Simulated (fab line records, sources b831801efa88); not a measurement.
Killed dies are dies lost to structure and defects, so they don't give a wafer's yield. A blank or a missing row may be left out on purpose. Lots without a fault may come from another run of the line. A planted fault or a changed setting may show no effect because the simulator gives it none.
fab line records | flow sky130
record lots=24 wafers=72 last_day=50
route steps=708 shown METAL3@534 CAPM@538 VIA4@656 PASSIVATION@681 PAD_OPEN@702
lots that met no fault: from a run of the same line without faults
start_h: hours from the record's first day to the start of the lot's first wafer shown | wait_h: hours since the lot's step before | " the same as in the row above | L1.1+2: a row that stands for several wafers | - no value, or no start given | * or withheld: withheld | < > ~ a bound
route shown NAME@n: a module of which the file shows steps, and the number in the route of the first | usual: mean/standard deviation of fault-free wafers | same: alike in all rows | chamber/n: place in a boat | sites: the reading at each site | _std_site: their standard deviation | _edge_site: outer sites' mean less inner sites' | radius_mm: how far each site lies from the wafer's centre | mask NAME#n: copy n | behind: the tool/chamber that last shaped the wafer | hold: why the lot was held/for how many hours/how that ended | device: the transistor (n, p or np) that didn't switch | end of line: the same wafers' tests at the end of the route | a step without rows: its recipe alone | killed: dies lost to structure and defects at the first sort, not the wafer's yield | map: a wafer's dies, x killed, . not, _ none there
set.NAME: the setting as run; set.NAME@STEP: as run at that earlier step | model.NAME: the simulator's own value behind a step, which no gauge read
steps of the route over a sample of lots; a table a step, a row a wafer
services: from which hour (start_h, from the record's first day; less than 0 if before it) a tool's chamber was out of use, for how many hours, and why
## steps
# step SKY_METAL3_SPUTTER_02
# recipe material=AlCu target_thk_nm=735 power_w=10600 time_s=39.1 chamber_pressure_pa=0.4
# usual throttle_valve_pct=29.9/1.1
# columns lot.wafer tool chamber start_h wait_h throttle_valve_pct
L074.1 pvd_sputter-01 - 849.56 0.0 31.5
L074.4 " - " " 27.6
L074.5 " - " " 28.0
L075.3 pvd_sputter-03 - 851.91 0.0 29.1
L075.4 " - " " 29.5
L075.5 " - " " 30.0
L076.3 pvd_sputter-03 - 867.07 0.0 29.2
L076.4 " - " " 29.4
L076.6 " - " " 29.3
L077.1 pvd_sputter-01 - 871.74 0.0 27.3
L077.4 " - " " 30.2
L077.6 " - " " 31.2
L078.2 pvd_sputter-04 - 881.31 0.0 30.7
L078.4 " - " " 31.4
L078.6 " - " " 28.7
L079.2 pvd_sputter-01 - 883.21 0.0 30.4
L079.4 " - " " 29.5
L079.5 " - " " 29.8
L080.1 pvd_sputter-03 - 898.21 0.0 29.7
L080.2 " - " " 29.6
L080.3 " - " " 29.8
L081.1 pvd_sputter-01 - 905.38 0.0 31.6
L081.2 " - " " 30.4
L081.6 " - " " 30.5
L082.1 pvd_sputter-01 - 910.11 0.0 27.5
L082.4 " - " " 31.5
L082.6 " - " " 27.4
L083.1 pvd_sputter-04 - 917.47 0.0 30.7
L083.3 " - " " 30.8
L083.5 " - " " 31.3
L084.1 pvd_sputter-01 - 923.20 0.0 27.5
L084.5 " - " " 29.8
L084.6 " - " " 30.5
L085.2 pvd_sputter-03 - 928.76 0.0 29.5
L085.4 " - " " 29.4
L085.5 " - " " 29.4
L086.2 pvd_sputter-04 - 942.42 0.0 30.9
L086.3 " - " " 31.2
L086.6 " - " " 30.9
L087.2 pvd_sputter-04 - 955.20 0.0 31.3
L087.5 " - " " 31.0
L087.6 " - " " 28.6
L089.1 pvd_sputter-04 - 961.23 0.0 30.8
L089.3 " - " " 30.8
L089.6 " - " " 28.3
L088.1 pvd_sputter-03 - 961.54 0.0 29.4
L088.3 " - " " 29.2
L088.4 " - " " 29.5
L090.1 pvd_sputter-04 - 966.79 0.0 30.6
L090.3 " - " " 28.6
L090.4 " - " " 30.8
L091.1 pvd_sputter-04 - 975.76 0.0 30.8
L091.2 " - " " 31.5
L091.5 " - " " 30.8
L092.1 pvd_sputter-03 - 985.60 0.0 29.9
L092.3 " - " " 30.2
L092.5 " - " " 29.9
L093.2 pvd_sputter-01 - 989.67 0.0 30.5
L093.3 " - " " 31.1
L093.5 " - " " 31.4
L094.1 pvd_sputter-03 - 995.95 0.0 29.7
L094.2 " - " " 29.7
L094.4 " - " " 29.9
L095.4 pvd_sputter-01 - 1003.02 0.0 31.2
L095.5 " - " " 31.5
L095.6 " - " " 29.8
L096.2 pvd_sputter-03 - 1009.78 0.0 29.7
L096.4 " - " " 29.2
L096.6 " - " " 29.8
L097.1 pvd_sputter-01 - 1018.96 0.0 31.4
L097.4 " - " " 30.5
L097.5 " - " " 27.5
# step SKY_CAPM_THK_MEAS_01
# recipe reads=SiO2_of_CAPM_CVD_00
# usual CAPM_CVD_00_THK=15.50/0.23
# columns lot.wafer tool chamber start_h wait_h CAPM_CVD_00_THK[nm]
L074.1 film_metro-03 - 849.69 - 15.54
L074.4 " - " " 15.60
L074.5 " - " " 15.71
L075.3 film_metro-01 - 852.06 - 15.41
L075.4 " - " " 15.73
L075.5 " - " " 15.83
L076.3 film_metro-03 - 867.21 - 15.28
L076.4 " - " " 15.46
L076.6 " - " " 15.41
L077.1 film_metro-01 - 871.87 - 15.67
L077.4 " - " " 15.62
L077.6 " - " " 15.73
L078.2 film_metro-02 - 881.45 - 15.20
L078.4 " - " " 15.65
L078.6 " - " " 15.50
L079.2 film_metro-03 - 883.35 - 15.48
L079.4 " - " " 15.85
L079.5 " - " " 15.83
L080.1 film_metro-03 - 898.35 - 15.66
L080.2 " - " " 15.52
L080.3 " - " " 15.81
L081.1 film_metro-01 - 905.51 - 15.51
L081.2 " - " " 15.56
L081.6 " - " " 15.56
L082.1 film_metro-02 - 910.24 - 15.16
L082.4 " - " " 15.53
L082.6 " - " " 15.30
L083.1 film_metro-03 - 917.60 - 15.02
L083.3 " - " " 15.14
L083.5 " - " " 15.57
L084.1 film_metro-02 - 923.33 - 15.21
L084.5 " - " " 15.62
L084.6 " - " " 15.56
L085.2 film_metro-03 - 928.90 - 15.46
L085.4 " - " " 15.61
L085.5 " - " " 16.10
L086.2 film_metro-02 - 942.56 - 15.59
L086.3 " - " " 15.29
L086.6 " - " " 15.63
L087.2 film_metro-01 - 955.34 - 15.62
L087.5 " - " " 15.71
L087.6 " - " " 15.78
L089.1 film_metro-03 - 961.36 - 15.16
L089.3 " - " " 15.11
L089.6 " - " " 15.20
L088.1 film_metro-01 - 961.67 - 15.29
L088.3 " - " " 15.18
L088.4 " - " " 15.54
L090.1 film_metro-01 - 966.91 - 15.89
L090.3 " - " " 15.51
L090.4 " - " " 15.81
L091.1 film_metro-03 - 975.88 - 15.64
L091.2 " - " " 15.45
L091.5 " - " " 15.63
L092.1 film_metro-02 - 985.73 - 15.11
L092.3 " - " " 15.45
L092.5 " - " " 15.33
L093.2 film_metro-02 - 989.80 - 15.42
L093.3 " - " " 15.25
L093.5 " - " " 15.27
L094.1 film_metro-01 - 996.07 - 15.22
L094.2 " - " " 15.07
L094.4 " - " " 15.67
L095.4 film_metro-01 - 1003.18 - 15.65
L095.5 " - " " 15.68
L095.6 " - " " 15.40
L096.2 film_metro-03 - 1009.91 - 15.40
L096.4 " - " " 15.97
L096.6 " - " " 15.62
L097.1 film_metro-03 - 1019.09 - 15.39
L097.4 " - " " 15.50
L097.5 " - " " 15.57
# step SKY_VIA4_SPUTTER_17
# recipe material=TiN target_thk_nm=20 chamber_pressure_pa=5 power_w=4000 time_s=80
# usual throttle_valve_pct=29.9/1.3
# columns lot.wafer tool chamber start_h wait_h throttle_valve_pct
L074.1 pvd_sputter-04 - 1004.94 0.0 30.7
L074.4 " - " " 28.5
L074.5 " - " " 30.8
L075.3 pvd_sputter-02 - 1006.63 0.0 27.8
L075.4 " - " " 28.3
L075.5 " - " " 29.8
L076.3 pvd_sputter-01 - 1021.40 0.0 31.4
L076.4 " - " " 30.5
L076.6 " - " " 31.3
L077.1 pvd_sputter-01 - 1023.97 0.0 31.4
L077.4 " - " " 27.7
L077.6 " - " " 30.6
L078.2 pvd_sputter-01 - 1032.68 0.0 30.4
L078.4 " - " " 29.9
L078.6 " - " " 30.3
L079.2 pvd_sputter-02 - 1032.95 0.0 31.7
L079.4 " - " " 30.0
L079.5 " - " " 31.5
L080.1 pvd_sputter-02 - 1047.70 0.0 29.6
L080.2 " - " " 31.5
L080.3 " - " " 28.5
L081.1 pvd_sputter-02 - 1054.52 0.0 27.9
L081.2 " - " " 28.5
L081.6 " - " " 31.5
L082.1 pvd_sputter-04 - 1058.50 0.0 31.5
L082.4 " - " " 30.6
L082.6 " - " " 28.3
L083.1 pvd_sputter-01 - 1064.79 0.0 27.6
L083.3 " - " " 29.9
L083.5 " - " " 27.7
L084.1 pvd_sputter-04 - 1070.90 0.0 28.3
L084.5 " - " " 30.8
L084.6 " - " " 30.7
L085.2 pvd_sputter-04 - 1073.70 0.0 30.6
L085.4 " - " " 31.1
L085.5 " - " " 28.7
L086.2 pvd_sputter-04 - 1086.25 0.0 30.6
L086.3 " - " " 28.3
L086.6 " - " " 30.6
L087.2 pvd_sputter-01 - 1098.69 0.0 30.4
L087.5 " - " " 30.5
L087.6 " - " " 29.8
L089.1 pvd_sputter-02 - 1102.59 0.0 28.0
L089.3 " - " " 31.7
L089.6 " - " " 29.6
L088.1 pvd_sputter-04 - 1103.13 0.0 30.8
L088.3 " - " " 31.1
L088.4 " - " " 31.4
L090.1 pvd_sputter-02 - 1105.80 0.0 28.3
L090.3 " - " " 27.8
L090.4 " - " " 29.9
L091.1 pvd_sputter-04 - 1114.94 0.0 31.3
L091.2 " - " " 30.8
L091.5 " - " " 28.5
L092.1 pvd_sputter-02 - 1123.16 0.0 29.6
L092.3 " - " " 28.2
L092.5 " - " " 31.5
L093.2 pvd_sputter-01 - 1124.59 0.0 27.7
L093.3 " - " " 30.3
L093.5 " - " " 30.4
L094.1 pvd_sputter-02 - 1130.59 0.0 28.0
L094.2 " - " " 30.1
L094.4 " - " " 29.6
L095.4 pvd_sputter-04 - 1137.61 0.0 28.5
L095.5 " - " " 30.6
L095.6 " - " " 30.7
L096.2 pvd_sputter-04 - 1143.89 0.0 30.7
L096.4 " - " " 28.3
L096.6 " - " " 30.8
L097.1 pvd_sputter-02 - 1150.01 0.0 28.1
L097.4 " - " " 29.9
L097.5 " - " " 29.8
# step SKY_PASSIVATION_CVD_00
# recipe material=SiO2 target_thk_nm=90 temp_c=400 time_s=withheld rf_w=600
# usual heater_power_w=677/78
# columns lot.wafer tool chamber start_h wait_h heater_power_w
L074.1 pecvd-02 2 1029.99 0.0 623
L074.4 " 2 " " 641
L074.5 " 0 " " 656
L075.3 pecvd-01 1 1031.82 0.0 717
L075.4 " 0 " " 612
L075.5 " 2 " " 774
L076.3 pecvd-02 1 1046.41 0.0 737
L076.4 " 2 " " 653
L076.6 " 0 " " 574
L077.1 pecvd-03 2 1048.16 0.0 571
L077.4 " 1 " " 678
L077.6 " 0 " " 807
L078.2 pecvd-02 2 1056.81 0.0 649
L078.4 " 0 " " 609
L078.6 " 1 " " 701
L079.2 pecvd-03 2 1057.20 0.0 560
L079.4 " 1 " " 550
L079.5 " 0 " " 869
L080.1 pecvd-02 0 1070.60 0.0 620
L080.2 " 1 " " 736
L080.3 " 0 " " 632
L081.1 pecvd-03 0 1076.95 0.0 726
L081.2 " 2 " " 657
L081.6 " 1 " " 664
L082.1 pecvd-02 1 1081.50 0.0 673
L082.4 " 0 " " 759
L082.6 " 1 " " 685
L083.1 pecvd-01 0 1086.60 0.0 564
L083.3 " 2 " " 744
L083.5 " 1 " " 748
L084.1 pecvd-03 0 1092.85 0.0 800
L084.5 " 1 " " 650
L084.6 " 2 " " 656
L085.2 pecvd-03 1 1096.18 0.0 626
L085.4 " 0 " " 860
L085.5 " 1 " " 627
L086.2 pecvd-02 0 1108.51 0.0 645
L086.3 " 2 " " 645
L086.6 " 0 " " 654
L087.2 pecvd-01 0 1120.15 0.0 618
L087.5 " 0 " " 635
L087.6 " 1 " " 715
L089.1 pecvd-03 2 1123.77 0.0 654
L089.3 " 0 " " 828
L089.6 " 2 " " 674
L088.1 pecvd-02 2 1124.67 0.0 638
L088.3 " 0 " " 662
L088.4 " 1 " " 690
L090.1 pecvd-03 0 1127.52 0.0 861
L090.3 " 1 " " 573
L090.4 " 2 " " 649
L091.1 pecvd-03 2 1135.82 0.0 564
L091.2 " 0 " " 806
L091.5 " 0 " " 807
L092.1 pecvd-01 0 1144.40 0.0 635
L092.3 " 2 " " 658
L092.5 " 1 " " 699
L093.2 pecvd-02 1 1145.32 0.0 730
L093.3 " 2 " " 555
L093.5 " 2 " " 567
L094.1 pecvd-02 2 1150.47 0.0 591
L094.2 " 0 " " 733
L094.4 " 2 " " 587
L095.4 pecvd-01 0 1157.56 0.0 579
L095.5 " 2 " " 787
L095.6 " 1 " " 745
L096.2 pecvd-02 1 1164.32 0.0 644
L096.4 " 2 " " 650
L096.6 " 0 " " 723
L097.1 pecvd-03 2 1169.55 0.0 629
L097.4 " 2 " " 622
L097.5 " 1 " " 550
# step SKY_PASSIVATION_STRIP_12
# recipe chemistry=O2/N2 power_w=1400 pressure_mtorr=1500 platen_temp_c=withheld overash_fraction=0.7 o2_flow_sccm=3000 n2_flow_sccm=300
# usual drypump_motor_current_A=5.7/0.55 oes_product_au=0.661/0.0046 strip_time_to_endpoint_s=31.46/0.14
# columns lot.wafer tool chamber start_h wait_h drypump_motor_current_A oes_product_au rf_hours_counter_h strip_time_to_endpoint_s
L074.1 plasma_asher-03 1 1053.35 0.1 5.9 0.659 31 31.71
L074.4 " 1 " " 5.9 0.659 - 31.70
L074.5 " 1 " " 5.9 0.662 - 31.72
L075.3 plasma_asher-04 0 1054.53 0.1 5.2 0.667 - 31.56
L075.4 " 1 " " 5.1 0.649 - 31.35
L075.5 " 1 " " 5.1 0.659 - 31.33
L076.3 plasma_asher-04 0 1068.53 0.1 5.2 0.668 - 31.33
L076.4 " 1 " " 5.1 0.660 - 31.25
L076.6 " 1 " " 5.1 0.662 - 31.28
L077.1 plasma_asher-01 0 1069.54 0.1 5.2 0.667 91 31.64
L077.4 " 1 " " 5.4 0.650 - 31.49
L077.6 " 1 " " 5.4 0.660 - 31.51
L078.2 plasma_asher-03 1 1078.29 0.1 5.9 0.662 34 31.39
L078.4 " 0 " " 6.5 0.657 - 31.43
L078.6 " 0 " " 6.4 0.659 - 31.44
L079.2 plasma_asher-04 0 1078.64 0.1 5.2 0.662 1 31.40
L079.4 " 1 " " 5.1 0.661 - 31.33
L079.5 " 1 " " 5.1 0.664 - 31.29
L080.1 plasma_asher-03 0 1091.79 0.1 6.5 0.662 35 31.19
L080.2 " 1 " " 5.9 0.666 35 31.20
L080.3 " 1 " " 5.9 0.656 - 31.28
L081.1 plasma_asher-03 0 1098.64 0.1 6.5 0.663 35 31.40
L081.2 " 1 " " 5.9 0.666 35 31.60
L081.6 " 1 " " 5.9 0.659 - 31.56
L082.1 plasma_asher-03 0 1102.24 0.1 6.5 0.666 36 31.68
L082.4 " 1 " " 5.9 0.668 - 31.61
L082.6 " 1 " " 5.9 0.653 - 31.62
L083.1 plasma_asher-03 0 1106.89 0.1 6.5 0.662 36 31.49
L083.3 " 1 " " 5.9 0.664 - 31.53
L083.5 " 0 " " 6.5 0.661 - 31.44
L084.1 plasma_asher-03 1 1113.40 0.1 5.9 0.665 37 31.27
L084.5 " 1 " " 5.9 0.656 - 31.22
L084.6 " 0 " " 6.5 0.666 - 31.37
L085.2 plasma_asher-01 0 1116.35 0.1 5.2 0.658 95 31.34
L085.4 " 1 " " 5.3 0.667 - 31.41
L085.5 " 1 " " 5.3 0.672 - 31.24
L086.2 plasma_asher-04 1 1128.49 0.1 5.1 0.667 6 31.57
L086.3 " 1 " " 5.1 0.655 - 31.33
L086.6 " 1 " " 5.1 0.662 - 31.48
L087.2 plasma_asher-04 1 1139.14 0.1 5.1 0.657 7 31.68
L087.5 " 0 " " 5.2 0.665 - 31.65
L087.6 " 1 " " 5.1 0.654 - 31.63
L089.1 plasma_asher-01 1 1142.64 0.1 5.4 0.667 98 31.62
L089.3 " 1 " " 5.4 0.662 - 31.66
L089.6 " 1 " " 5.4 0.666 - 31.64
L088.1 plasma_asher-04 1 1143.34 0.1 5.1 0.659 7 31.27
L088.3 " 1 " " 5.1 0.664 - 31.34
L088.4 " 0 " " 5.2 0.658 - 31.52
L090.1 plasma_asher-04 1 1146.04 0.1 5.1 0.661 8 31.33
L090.3 " 1 " " 5.1 0.662 - 31.30
L090.4 " 0 " " 5.2 0.660 - 31.29
L091.1 plasma_asher-03 0 1154.40 0.1 6.6 0.662 41 31.42
L091.2 " 1 " " 5.9 0.656 41 31.46
L091.5 " 0 " " 6.5 0.666 - 31.38
L092.1 plasma_asher-03 0 1162.64 0.1 6.5 0.657 42 31.36
L092.3 " 1 " " 5.9 0.655 - 31.44
L092.5 " 0 " " 6.5 0.662 - 31.41
L093.2 plasma_asher-04 0 1164.24 0.1 5.2 0.664 9 31.40
L093.3 " 0 " " 5.2 0.663 - 31.46
L093.5 " 1 " " 5.1 0.660 - 31.46
L094.1 plasma_asher-01 1 1167.95 0.1 5.4 0.659 101 31.51
L094.2 " 0 " " 5.2 0.652 101 31.61
L094.4 " 1 " " 5.3 0.654 - 31.47
L095.4 plasma_asher-03 1 1174.73 0.1 5.9 0.660 - 31.51
L095.5 " 0 " " 6.5 0.661 - 31.47
L095.6 " 1 " " 5.9 0.659 - 31.62
L096.2 plasma_asher-03 1 1181.54 0.1 5.9 0.659 43 31.50
L096.4 " 1 " " 5.9 0.660 - 31.43
L096.6 " 1 " " 5.9 0.659 - 31.53
L097.1 plasma_asher-03 1 1185.94 0.1 5.8 0.664 44 31.32
L097.4 " 0 " " 6.4 0.652 - 31.45
L097.5 " 1 " " 5.9 0.669 - 31.45
# step SKY_PAD_OPEN_STRIP_08
# recipe chemistry=O2/N2 power_w=1400 pressure_mtorr=1500 platen_temp_c=withheld overash_fraction=0.7 o2_flow_sccm=3000 n2_flow_sccm=300
# usual drypump_motor_current_A=5.8/0.48 oes_product_au=0.662/0.0045 strip_time_to_endpoint_s=37.04/0.11
# columns lot.wafer tool chamber start_h wait_h drypump_motor_current_A oes_product_au rf_hours_counter_h strip_time_to_endpoint_s
L074.1 plasma_asher-04 0 1074.69 0.1 5.2 0.662 1 36.85
L074.4 " 0 " " 5.2 0.658 - 36.87
L074.5 " 1 " " 5.1 0.664 - 36.93
L075.3 plasma_asher-03 0 1075.74 0.1 6.5 0.659 - 37.23
L075.4 " 1 " " 5.9 0.664 - 37.29
L075.5 " 0 " " 6.5 0.656 - 37.28
L076.3 plasma_asher-03 1 1089.53 0.1 5.9 0.669 - 37.12
L076.4 " 0 " " 6.5 0.660 - 37.06
L076.6 " 0 " " 6.5 0.664 - 36.99
L077.1 plasma_asher-04 1 1090.71 0.1 5.1 0.662 2 36.95
L077.4 " 1 " " 5.1 0.656 - 37.14
L077.6 " 1 " " 5.1 0.665 - 37.02
L078.2 plasma_asher-02 0 1099.06 0.1 5.9 0.658 67 37.09
L078.4 " 0 " " 5.9 0.654 - 37.05
L078.6 " 0 " " 6.0 0.666 - 37.10
L079.2 plasma_asher-03 1 1099.80 0.1 5.9 0.651 36 37.05
L079.4 " 0 " " 6.5 0.663 - 37.00
L079.5 " 1 " " 5.9 0.665 - 37.11
L080.1 plasma_asher-02 1 1111.35 0.1 6.0 0.658 68 37.18
L080.2 " 0 " " 5.9 0.663 68 37.16
L080.3 " 0 " " 5.9 0.659 - 37.16
L081.1 plasma_asher-04 1 1118.95 0.1 5.1 0.663 5 37.01
L081.2 " 0 " " 5.2 0.664 5 37.06
L081.6 " 0 " " 5.2 0.663 - 36.96
L082.1 plasma_asher-04 0 1122.05 0.1 5.2 0.663 5 36.94
L082.4 " 0 " " 5.2 0.662 - 36.92
L082.6 " 1 " " 5.1 0.660 - 36.89
L083.1 plasma_asher-03 0 1126.45 0.1 6.5 0.662 38 37.05
L083.3 " 0 " " 6.5 0.657 - 37.03
L083.5 " 0 " " 6.5 0.660 - 36.99
L084.1 plasma_asher-03 1 1131.84 0.1 5.9 0.659 39 37.11
L084.5 " 1 " " 5.9 0.664 - 37.09
L084.6 " 0 " " 6.5 0.653 - 37.06
L085.2 plasma_asher-02 1 1135.09 0.1 6.0 0.661 71 37.05
L085.4 " 0 " " 5.9 0.659 - 37.01
L085.5 " 1 " " 6.0 0.660 - 37.14
L086.2 plasma_asher-02 1 1146.74 0.1 6.0 0.666 72 37.18
L086.3 " 0 " " 5.9 0.662 - 37.17
L086.6 " 0 " " 5.9 0.656 - 37.19
L087.2 plasma_asher-04 0 1157.14 0.1 5.2 0.661 9 37.26
L087.5 " 0 " " 5.2 0.663 - 37.23
L087.6 " 1 " " 5.1 0.657 - 37.26
L089.1 plasma_asher-03 0 1160.55 0.1 6.5 0.665 41 36.94
L089.3 " 0 " " 6.5 0.662 - 36.96
L089.6 " 1 " " 5.9 0.660 - 36.89
L088.1 plasma_asher-03 0 1161.74 0.1 6.5 0.659 41 36.94
L088.3 " 0 " " 6.6 0.671 - 37.00
L088.4 " 1 " " 5.9 0.664 - 37.04
L090.1 plasma_asher-03 0 1164.35 0.1 6.5 0.666 42 37.12
L090.3 " 1 " " 5.9 0.663 - 37.02
L090.4 " 0 " " 6.5 0.658 - 36.99
L091.1 plasma_asher-02 1 1171.96 0.1 6.0 0.665 74 36.98
L091.2 " 0 " " 5.9 0.667 74 37.10
L091.5 " 1 " " 6.0 0.662 - 37.05
L092.1 plasma_asher-04 1 1180.00 0.1 5.1 0.662 11 36.99
L092.3 " 0 " " 5.2 0.666 - 37.02
L092.5 " 1 " " 5.1 0.660 - 36.95
L093.2 plasma_asher-02 0 1181.39 0.1 6.0 0.655 75 37.14
L093.3 " 0 " " 6.0 0.656 - 37.05
L093.5 " 0 " " 5.9 0.661 - 37.12
L094.1 plasma_asher-02 0 1184.25 0.1 5.9 0.660 75 37.02
L094.2 " 1 " " 6.0 0.670 75 36.98
L094.4 " 1 " " 6.0 0.663 - 37.07
L095.4 plasma_asher-04 0 1190.98 0.1 5.2 0.663 - 36.86
L095.5 " 1 " " 5.1 0.662 - 36.88
L095.6 " 0 " " 5.2 0.653 - 36.84
L096.2 plasma_asher-02 0 1197.05 0.1 6.0 0.663 76 36.91
L096.4 " 0 " " 5.9 0.670 - 36.95
L096.6 " 1 " " 6.0 0.658 - 36.87
L097.1 plasma_asher-03 0 1200.94 0.1 6.5 0.674 45 36.98
L097.4 " 0 " " 6.5 0.662 - 36.93
L097.5 " 0 " " 6.5 0.662 - 37.13
## services
# columns tool chamber start_h hours kind
plasma_asher-03 - 859.04 0.6 repair
plasma_asher-02 - 863.32 0.7 repair
pecvd-03 1 870.70 3.7 repair
plasma_asher-02 - 895.49 0.8 repair
pecvd-02 1 896.14 3.6 repair
pecvd-03 - 910.52 1.2 repair
plasma_asher-03 - 967.52 2.8 pm
pvd_sputter-02 - 967.72 1.6 repair
plasma_asher-03 - 980.44 4.6 repair
pvd_sputter-03 - 994.57 1.2 repair
plasma_asher-02 - 1000.25 0.6 repair
pecvd-01 - 1021.31 1.6 repair
pvd_sputter-03 - 1045.94 2.6 repair
pecvd-03 - 1048.29 4.3 pm
pecvd-01 - 1053.19 0.6 repair
plasma_asher-04 - 1055.25 9.0 pm
pvd_sputter-01 - 1104.17 11.2 repair
pecvd-02 - 1104.98 1.1 repair
pvd_sputter-04 - 1123.53 2.3 repair
pvd_sputter-03 - 1164.67 1.9 repair
pvd_sputter-01 - 1177.46 1.2 repair
pecvd-02 2 1187.03 2.6 repair
pecvd-03 - 1191.38 1.7 repair
pvd_sputter-01 - 1194.87 7.8 repair
## key
fault none
